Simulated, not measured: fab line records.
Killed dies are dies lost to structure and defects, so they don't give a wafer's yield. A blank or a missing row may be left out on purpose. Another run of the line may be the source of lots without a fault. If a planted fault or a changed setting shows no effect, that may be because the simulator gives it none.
The tool behind it: which one? | flow sfq_line | 13 lots, 39 wafers sampled, at 4 steps of a route of 325

== WHAT THE GAUGES SHOWED, per wafer ==
No reading from a measuring or inspecting step in the record can be judged against a usual standard deviation.

== TOOL THAT RAN EACH LOT (tool first, then ch and the chambers of the sampled wafers, then the start) ==
lot  | SFQ_TRILAYER_I2_DEP_PECVD_063   | SFQ_TRILAYER_I3_VIA_LITHO_COAT_085 | SFQ_TRILAYER_I4_VIA_STRIP_STRIP_107 | SFQ_TRILAYER_M6_BARC_OPEN_METAL_ETCH_206
L868 | pecvd-02 ch 0,1, day 16 18:26   | litho_track-02 ch 0, day 29 21:23  | rie_metal-03 ch 0,1, day 37 02:49   | rie_metal-01 ch 0,1, day 67 12:14
L869 | pecvd-04 ch 0,1,2, day 17 01:37 | litho_track-02 ch 0, day 30 07:14  | rie_metal-03 ch 0,1, day 43 08:10   | rie_metal-02 ch 0,1, day 67 15:50
L870 | pecvd-01 ch 0,1,2, day 17 08:49 | litho_track-03 ch 0, day 30 20:28  | rie_metal-02 ch 0,1, day 43 10:34   | rie_metal-02 ch 1, day 67 19:26
L871 | pecvd-02 ch 0,1, day 17 14:49   | litho_track-02 ch 0, day 31 05:28  | rie_metal-04 ch 0,1, day 43 11:46   | rie_metal-01 ch 0,1, day 68 01:26
L872 | pecvd-01 ch 0,2, day 17 23:35   | litho_track-02 ch 0, day 31 12:29  | rie_metal-02 ch 0,1, day 43 13:10   | rie_metal-01 ch 0,1, day 68 05:17
L873 | pecvd-01 ch 0,2, day 18 16:36   | litho_track-02 ch 0, day 32 15:39  | rie_metal-04 ch 0,1, day 45 02:44   | rie_metal-01 ch 0,1, day 68 08:51
L874 | pecvd-01 ch 0,2, day 19 04:23   | litho_track-02 ch 0, day 33 00:23  | rie_metal-04 ch 0,1, day 51 06:55   | rie_metal-02 ch 0,1, day 68 17:15
L875 | pecvd-04 ch 0,1,2, day 19 11:38 | litho_track-02 ch 0, day 33 18:48  | rie_metal-02 ch 0,1, day 52 09:15   | rie_metal-02 ch 0,1, day 70 20:49
L876 | pecvd-04 ch 1,2, day 19 19:59   | litho_track-04 ch 0, day 34 09:42  | rie_metal-03 ch 0,1, day 52 16:15   | rie_metal-02 ch 0,1, day 71 04:00
L881 | pecvd-02 ch 0,1,2, day 22 10:05 | litho_track-04 ch 0, day 35 21:08  | rie_metal-02 ch 0,1, day 54 07:54   | rie_metal-02 ch 0, day 77 02:35
L884 | pecvd-02 ch 0,1,2, day 24 03:12 | litho_track-04 ch 0, day 36 20:10  | rie_metal-02 ch 0,1, day 55 12:37   | rie_metal-03 ch 1, day 78 02:50
L885 | pecvd-04 ch 0,1,2, day 24 16:25 | litho_track-03 ch 0, day 37 09:17  | rie_metal-02 ch 0,1, day 56 15:01   | rie_metal-02 ch 0,1, day 79 06:08
L890 | pecvd-02 ch 0,1,2, day 26 11:36 | litho_track-02 ch 0, day 39 00:41  | rie_metal-02 ch 0,1, day 58 03:45   | rie_metal-01 ch 0,1, day 80 14:59
- SFQ_TRILAYER_I2_DEP_PECVD_063: deposits SiO2 from SiH4/N2O, time 111.11 s, target thk 500 nm.
- SFQ_TRILAYER_I3_VIA_LITHO_COAT_085: resist thk 650 nm.
- SFQ_TRILAYER_I4_VIA_STRIP_STRIP_107: strips in O2.
- SFQ_TRILAYER_M6_BARC_OPEN_METAL_ETCH_206: etches BARC in O2, target depth 125 nm, time 41.7 s.

== AS READ BY THE TOOLS THEMSELVES (means over the sampled wafers that have a number; for cases with no such wafer, the mark the record gives instead) ==
SFQ_TRILAYER_I2_DEP_PECVD_063.
lot  | tool     | heater_power_w (W) | throttle_valve_pct (%)
L868 | pecvd-02 | 91                 | 24.9
L869 | pecvd-04 | 93                 | 26.1
L870 | pecvd-01 | 87                 | 22.9
L871 | pecvd-02 | 96                 | 25.0
L872 | pecvd-01 | 81                 | 22.9
L873 | pecvd-01 | 84                 | 22.8
L874 | pecvd-01 | 91                 | 22.8
L875 | pecvd-04 | 100                | 26.3
L876 | pecvd-04 | 99                 | 26.4
L881 | pecvd-02 | 94                 | 25.8
L884 | pecvd-02 | 92                 | 25.8
L885 | pecvd-04 | 92                 | 26.4
L890 | pecvd-02 | 91                 | 23.6

SFQ_TRILAYER_I3_VIA_LITHO_COAT_085.
lot  | tool           | spin_speed_rpm (rpm)
L868 | litho_track-02 | 3002.9
L869 | litho_track-02 | 2999.8
L870 | litho_track-03 | 2997.4
L871 | litho_track-02 | 3000.6
L872 | litho_track-02 | 3001.3
L873 | litho_track-02 | 2999.9
L874 | litho_track-02 | 2999.0
L875 | litho_track-02 | 2999.9
L876 | litho_track-04 | 3001.5
L881 | litho_track-04 | 2803.2
L884 | litho_track-04 | 2805.3
L885 | litho_track-03 | 2998.6
L890 | litho_track-02 | 3000.5

SFQ_TRILAYER_I4_VIA_STRIP_STRIP_107.
lot  | tool         | chamber_pressure_mTorr (mTorr) | drypump_motor_current_A (A) | he_backside_leak_sccm (sccm) | oes_product_au (a.u.)
L868 | rie_metal-03 | 50.00                          | 5.38                        | 3.40                         | 1.013
L869 | rie_metal-03 | 50.03                          | 5.38                        | 3.47                         | 1.009
L870 | rie_metal-02 | 50.00                          | 5.62                        | 3.34                         | 1.001
L871 | rie_metal-04 | 50.04                          | 5.59                        | 3.54                         | 0.994
L872 | rie_metal-02 | 49.97                          | 5.42                        | 3.45                         | 1.003
L873 | rie_metal-04 | 49.97                          | 5.58                        | 3.99                         | 1.000
L874 | rie_metal-04 | 49.95                          | 5.57                        | 3.36                         | 1.000
L875 | rie_metal-02 | 50.02                          | 5.41                        | 3.60                         | 0.999
L876 | rie_metal-03 | 50.05                          | 5.36                        | 3.43                         | 1.007
L881 | rie_metal-02 | 50.01                          | 5.40                        | 3.65                         | 0.994
L884 | rie_metal-02 | 49.97                          | 5.63                        | 3.51                         | 0.998
L885 | rie_metal-02 | 49.99                          | 5.62                        | 3.55                         | 1.005
L890 | rie_metal-02 | 49.99                          | 5.61                        | 3.51                         | 0.995

SFQ_TRILAYER_M6_BARC_OPEN_METAL_ETCH_206.
lot  | tool         | chamber_pressure_mTorr (mTorr) | drypump_motor_current_A (A) | he_backside_leak_sccm (sccm) | oes_product_au (a.u.)
L868 | rie_metal-01 | 10.002                         | 5.54                        | 3.6                          | 0.682
L869 | rie_metal-02 | 9.994                          | 5.63                        | 3.5                          | 0.679
L870 | rie_metal-02 | 10.002                         | 5.83                        | 3.3                          | 0.683
L871 | rie_metal-01 | 10.001                         | 5.51                        | 3.4                          | 0.685
L872 | rie_metal-01 | 9.997                          | 5.46                        | 3.4                          | 0.684
L873 | rie_metal-01 | 10.007                         | 5.45                        | 3.6                          | 0.688
L874 | rie_metal-02 | 10.000                         | 5.42                        | 3.7                          | 0.679
L875 | rie_metal-02 | 9.994                          | 5.41                        | 3.7                          | 0.689
L876 | rie_metal-02 | 10.004                         | 5.41                        | 3.9                          | 0.683
L881 | rie_metal-02 | 9.995                          | 5.21                        | 3.0                          | 0.691
L884 | rie_metal-03 | 10.008                         | 5.80                        | 3.4                          | 0.686
L885 | rie_metal-02 | 9.994                          | 5.41                        | 3.2                          | 0.684
L890 | rie_metal-01 | 9.997                          | 5.55                        | 3.5                          | 0.690

== THE ANSWER, worked out from the rows above alone ==
Rule: usual is defined by the lots themselves. Put in order of their means at a reading, lots are off if they are a third of the lots or fewer, leave a main group of 4 or more, and stand apart from it by a gap of 3 or more times the standard deviation of the main group's means; of several such gaps the widest counts. Not used: any main group whose means are identical at the precision the tables above print for the reading. A lot without any number at a reading at which 4 lots or more have one is off too. All remaining lots with rows at the step are treated as sound. The gauges are gone through in route order, then the tools' own readings, and for those a lot's mean is taken as printed above. At the first step where some lot is off, the reading lying furthest off is the one used; lots without a number count as furthest.
Off: L881, L884 (SFQ_TRILAYER_I3_VIA_LITHO_COAT_085, spin_speed_rpm). Main group: mean 3000.1 rpm, sd 1.4.
A tool fits if, at that step or a process step before it, it ran every lot that is off, and no sound lot after the first of them. One fits: litho_track-04 at SFQ_TRILAYER_I3_VIA_LITHO_COAT_085. Its last sound lot is L876 (day 34 09:42), its first lot that is off L881 (day 35 21:08): a fault that began between those two fits.
On the lots that are off, the tool's own readings at SFQ_TRILAYER_I3_VIA_LITHO_COAT_085 differ by more than 5 times the standard deviation of the sound lots' means, which bears it out; spin_speed_rpm reads 2804.2 rpm there versus 3000.1 rpm on the sound lots.

== WHAT THE SIMULATOR PUT IN ==
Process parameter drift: litho_track-04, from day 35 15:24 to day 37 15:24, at SFQ_TRILAYER_I3_VIA_LITHO_COAT_085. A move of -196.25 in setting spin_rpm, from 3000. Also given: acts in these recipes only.
Struck lots among those shown: L881, L884. The rule above reached the same finding.
